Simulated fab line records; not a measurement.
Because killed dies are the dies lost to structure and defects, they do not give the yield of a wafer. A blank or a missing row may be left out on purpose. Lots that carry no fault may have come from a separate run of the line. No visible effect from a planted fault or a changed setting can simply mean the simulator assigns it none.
Which of the tools did it? -- flow gf180mcu -- 14 lots with 42 wafers sampled at 5 steps, on a route of 602 steps

## WHAT EACH GAUGE READ, for each wafer
GF_VT_IMPLANT_OVL_MEAS_07.
lot,measured,on,VT_IMPLANT_OVL (nm)
L166,day 5 12:55,overlay-02,0.5 -0.1 -2.7
L169,day 6 08:58,overlay-01,0.2 -0.2 0.0
L170,day 6 13:31,overlay-02,2.3 1.9 3.5
L171,day 6 21:10,overlay-01,1.3 0.1 -1.3
L173,day 7 09:19,overlay-01,0.9 0.5 0.8
L176,day 8 02:20,overlay-01,-1.0 1.7 1.6
L177,day 8 14:34,overlay-01,-1.6 -0.1 0.7
L178,day 8 17:08,overlay-01,0.6 1.1 1.5
L184,day 10 04:43,overlay-01,-1.5 1.7 -1.0
L185,day 10 10:40,overlay-02,-0.2 1.3 0.9
L186,day 11 01:07,overlay-01,1.1 1.3 3.0
L187,day 11 02:49,overlay-01,0.6 2.3 3.0
L188,day 11 09:52,overlay-02,0.3 -0.7 -1.0
L189,day 11 14:28,overlay-01,-0.8 0.9 1.7

GF_VT_IMPLANT_TW_MEAS_21.
lot,measured,on,VT_IMPLANT_2_TW
L166,day 6 03:29,film_metro-03,1213 1220 1216
L169,day 7 00:55,film_metro-01,1216 1214 1219
L170,day 7 11:25,film_metro-04,1218 1215 1215
L171,day 7 11:28,film_metro-04,1215 1217 1214
L173,day 8 02:03,film_metro-04,1215 1218 1216
L176,day 8 20:16,film_metro-04,1224 1218 1213
L177,day 9 07:28,film_metro-04,1182 1185 1185
L178,day 9 10:46,film_metro-04,1184 1177 1175
L184,day 10 23:39,film_metro-04,1217 1213 1214
L185,day 11 05:42,film_metro-04,1216 1218 1216
L186,day 11 20:20,film_metro-03,1217 1221 1215
L187,day 11 22:02,film_metro-04,1217 1218 1213
L188,day 12 05:18,film_metro-03,1225 1223 1207
L189,day 12 10:21,film_metro-03,1220 1220 1230

GF_HV_LDD_OVL_MEAS_47.
lot,measured,on,HV_LDD_03_OVL (nm)
L166,day 12 07:44,overlay-02,-1.5 -2.2 -2.7
L169,day 13 04:32,overlay-01,0.4 -1.4 -0.4
L170,day 14 02:08,overlay-01,-1.5 -0.2 -0.1
L171,day 14 01:10,overlay-01,-0.7 -0.1 -1.9
L173,day 14 18:54,overlay-01,-3.0 -1.8 -0.7
L176,day 15 16:55,overlay-02,-0.3 0.2 0.0
L177,day 16 05:45,overlay-01,-1.0 1.4 -0.2
L178,day 16 08:13,overlay-02,-0.8 -1.7 -1.1
L184,day 18 08:12,overlay-01,-0.6 -2.9 1.0
L185,day 18 18:15,overlay-02,-2.4 -3.0 -0.5
L186,day 19 10:46,overlay-02,-1.0 -1.6 -1.0
L187,day 19 12:07,overlay-01,-2.3 -2.1 0.2
L188,day 19 23:23,overlay-01,-0.9 -3.4 -2.3
L189,day 20 05:05,overlay-02,-1.8 -0.3 -1.2

## TOOL THAT RAN EACH LOT (tool first, then ch and the chambers of the sampled wafers, then the start)
lot,GF_STI_CMP_25,GF_VT_IMPLANT_IMPLANT_19
L166,"cmp-02 ch 1,2,3, day 2 03:13","implanter-04 ch 0, day 6 03:14"
L169,"cmp-01 ch 1,2,3, day 2 18:48","implanter-01 ch 0, day 7 00:43"
L170,"cmp-02 ch 0,1,2, day 3 00:00","implanter-01 ch 0, day 7 11:11"
L171,"cmp-02 ch 0,3, day 3 04:59","implanter-03 ch 0, day 7 11:14"
L173,"cmp-02 ch 0,3, day 3 15:41","implanter-01 ch 0, day 8 01:44"
L176,"cmp-01 ch 0,2,3, day 4 06:37","implanter-04 ch 0, day 8 20:03"
L177,"cmp-01 ch 0,3, day 4 12:43","implanter-01 ch 0, day 9 07:14"
L178,"cmp-01 ch 1,2, day 4 17:20","implanter-01 ch 0, day 9 10:34"
L184,"cmp-01 ch 2,3, day 5 23:19","implanter-03 ch 0, day 10 23:25"
L185,"cmp-02 ch 0,2,3, day 6 07:31","implanter-04 ch 0, day 11 05:28"
L186,"cmp-02 ch 0,1,2, day 6 11:06","implanter-03 ch 0, day 11 20:05"
L187,"cmp-02 ch 1,3, day 6 17:22","implanter-03 ch 0, day 11 21:47"
L188,"cmp-01 ch 0,1,2, day 6 22:29","implanter-04 ch 0, day 12 05:03"
L189,"cmp-02 ch 2,3, day 7 05:15","implanter-04 ch 0, day 12 10:07"
- GF_STI_CMP_25: polishes, stops on Si3N4, t overpolish 33 s, target thk 524.6 nm.
- GF_VT_IMPLANT_IMPLANT_19

## WHAT THE TOOLS THEMSELVES READ (means of the sampled wafers that have a number; where no wafer has one, the mark that the record gives instead)
GF_STI_CMP_25.
lot,tool,edge_zone_pressure_frac,motor_current_A (A),overpolish_run_s (s),time_to_endpoint_s (s)
L166,cmp-02,1.000,12.5,32.998,116
L169,cmp-01,1.002,10.9,33.005,124
L170,cmp-02,0.998,12.6,32.997,128
L171,cmp-02,1.002,13.0,33.002,128
L173,cmp-02,0.999,13.1,33.001,124
L176,cmp-01,0.997,10.7,33.010,131
L177,cmp-01,0.998,11.7,32.999,127
L178,cmp-01,0.999,10.8,33.005,133
L184,cmp-01,0.996,10.9,33.001,132
L185,cmp-02,1.001,12.3,33.005,123
L186,cmp-02,1.002,12.4,32.994,123
L187,cmp-02,1.001,12.8,33.002,120
L188,cmp-01,0.995,11.3,32.992,131
L189,cmp-02,0.999,12.8,32.998,120

GF_VT_IMPLANT_IMPLANT_19.
lot,tool,beam_energy_keV
L166,implanter-04,100.01
L169,implanter-01,100.02
L170,implanter-01,99.98
L171,implanter-03,100.01
L173,implanter-01,100.03
L176,implanter-04,99.98
L177,implanter-01,89.64
L178,implanter-01,89.64
L184,implanter-03,99.98
L185,implanter-04,100.01
L186,implanter-03,100.01
L187,implanter-03,100.02
L188,implanter-04,99.95
L189,implanter-04,100.00

## THE ANSWER, worked out from the rows above alone
Rule: the lots themselves supply what counts as usual. Put in order of their means at a reading, lots are off if they are a third of the lots or fewer, leave a main group of 4 or more, and stand apart from it by a gap of 3 or more times the standard deviation of the main group's means; of several such gaps the widest counts. Not used: any main group whose means are identical at the precision the tables above print for the reading. A lot without any number at a reading at which 4 lots or more have one is off too. Any other lot the step has rows for is counted as sound. Order of review: gauges by route order, followed by the tools' own readings, for which a lot's mean as printed above is used. At the first step where some lot is off, the reading lying furthest off is the one used; lots without a number count as furthest.
Off: L177, L178, seen at GF_VT_IMPLANT_TW_MEAS_21 (VT_IMPLANT_2_TW). For the main group the mean is 1217 and the standard deviation 2.2.
If a tool, at a process step before that reading, ran all the lots that are off and no sound lot after the first of them, it fits. Not tried: the gauges at GF_VT_IMPLANT_TW_MEAS_21; whatever is off there is also off at GF_VT_IMPLANT_IMPLANT_19, on other tools, and gauge error can't account for it. One fits: GF_VT_IMPLANT_IMPLANT_19 on implanter-01. Its last sound lot is L173 (day 8 01:44), its first lot that is off L177 (day 9 07:14): a fault that began between those two fits.
The tool's own readings at GF_VT_IMPLANT_IMPLANT_19 bear it out: on the lots that are off they differ by more than 5 times the standard deviation of the sound lots' means. beam_energy_keV reads 89.64 there against 100.00 on the sound lots.

## WHAT THE SIMULATOR HAD PUT IN
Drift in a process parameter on implanter-01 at GF_VT_IMPLANT_IMPLANT_19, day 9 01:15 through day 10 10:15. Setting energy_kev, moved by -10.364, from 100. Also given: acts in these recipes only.
Struck lots among those shown: L177, L178. The same result came from the rule above.
